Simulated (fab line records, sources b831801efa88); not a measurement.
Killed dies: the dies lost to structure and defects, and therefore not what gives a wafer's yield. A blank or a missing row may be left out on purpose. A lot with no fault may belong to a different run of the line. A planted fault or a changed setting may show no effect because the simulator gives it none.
Struck lot and sound lot, side by side :: flow sfq line :: 13 steps out of a route of 325
Sound: these wafers, L809.4, L809.5, L809.6. The struck wafers were L820.2, L820.3, L820.5. At the end, the cause is stated.
Per side, at each step with rows, come the tool, then ch with its chambers, and then its first start. Under that, the readings that differ: sound wafers :: struck wafers :: difference of the means :: sigmas: that difference in standard deviations of wafers without a fault.
alike: readings with means less than 2 such deviations apart, plus words and numbers identical on both sides. not compared: withheld readings, readings lacking a value on some wafer, bounds such as >300 that could conceal the same value, and numbers that have no deviation in the record and whose values overlap.
The two part at a step that has a row with sigmas, a row that says differs or no value, or rows on one side only. When numbers do not overlap yet have no deviation, they are printed without sigmas and do not part them. Lack of a reading on every wafer of one side parts them only where that side has two or more wafers.

SFQ_TRILAYER_I0_VIA_BARC_OPEN_VIA_ETCH_046: etches BARC in O2, target depth 125 nm, time 41.7 s.
  sound on rie diel-02 ch 0,2,3, day 12 09:37; struck on rie diel-03 ch 1,2,3, day 16 21:55
  alike: drypump motor current A, oes product au
  not compared: rf hours counter h
SFQ_TRILAYER_I0_VIA_ETCH_VIA_ETCH_034: etches SiO2 in CHF3, stops on Nb, target depth 260 nm.
  sound on rie diel-02 ch 0,2,3, day 12 09:40; struck on rie diel-03 ch 1,2,3, day 16 21:57
  alike: drypump motor current A, oes product au
SFQ_TRILAYER_I0_VIA_STRIP_STRIP_035: strips in O2.
  sound on rie metal-01 ch 0,1, day 12 09:58; struck on rie metal-02 ch 0,1, day 16 22:04
  alike: drypump motor current A, oes product au
  not compared: rf hours counter h
then, 2 steps without rows for these wafers: SFQ_TRILAYER_I0_VIA_STRIP_SOLV_CLEAN_036 (cleans in NMP, time 600 s); SFQ_TRILAYER_M1_DEP_PRE_CLEAN_038 (time 22.5 s).
SFQ_TRILAYER_M1_DEP_SPUTTER_037: material Nb, target thk 200 nm, time 133.3 s.
  sound on pvd sputter-06 at day 12 10:35; struck on pvd sputter-06 at day 16 22:52
  alike: base pressure pa, throttle valve pct
SFQ_M1_RS_MEAS_909: the measuring method here is four-point-probe.
  sound on film metro-04 at day 12 10:44; struck on film metro-02 at day 16 22:59
  alike: M1_NB_RS
then, 4 steps without rows for these wafers: SFQ_TRILAYER_M1_LITHO_COAT_044 (resist thk 62 nm); SFQ_TRILAYER_M1_LITHO_COAT_039 (resist thk 600 nm); SFQ_TRILAYER_M1_LITHO_SOFTBAKE_043; SFQ_TRILAYER_M1_LITHO_EXPOSE_040 (exposes mask M1, target cd 500 nm).
-- the record jumps here: 6 days lie between the struck wafers' starts before and after --
SFQ_TRILAYER_M1_LITHO_PEB_042: peb time 60 s.
  struck on litho track-01, day 22 22:49; sound on litho track-02 ch 0, day 17 09:47
  no value came back on the struck wafers for chill plate temp C (C), exhaust pa (Pa); on the sound wafers chill plate temp C (C) reads 23.00 23.24 23.04
then, 1 step without rows for these wafers: SFQ_TRILAYER_M1_LITHO_DEVELOP_041 (time 60 s).

WHERE THEY PART
Only at SFQ_TRILAYER_M1_LITHO_PEB_042, as far as this record shows.

WHY: whatever the simulator had introduced
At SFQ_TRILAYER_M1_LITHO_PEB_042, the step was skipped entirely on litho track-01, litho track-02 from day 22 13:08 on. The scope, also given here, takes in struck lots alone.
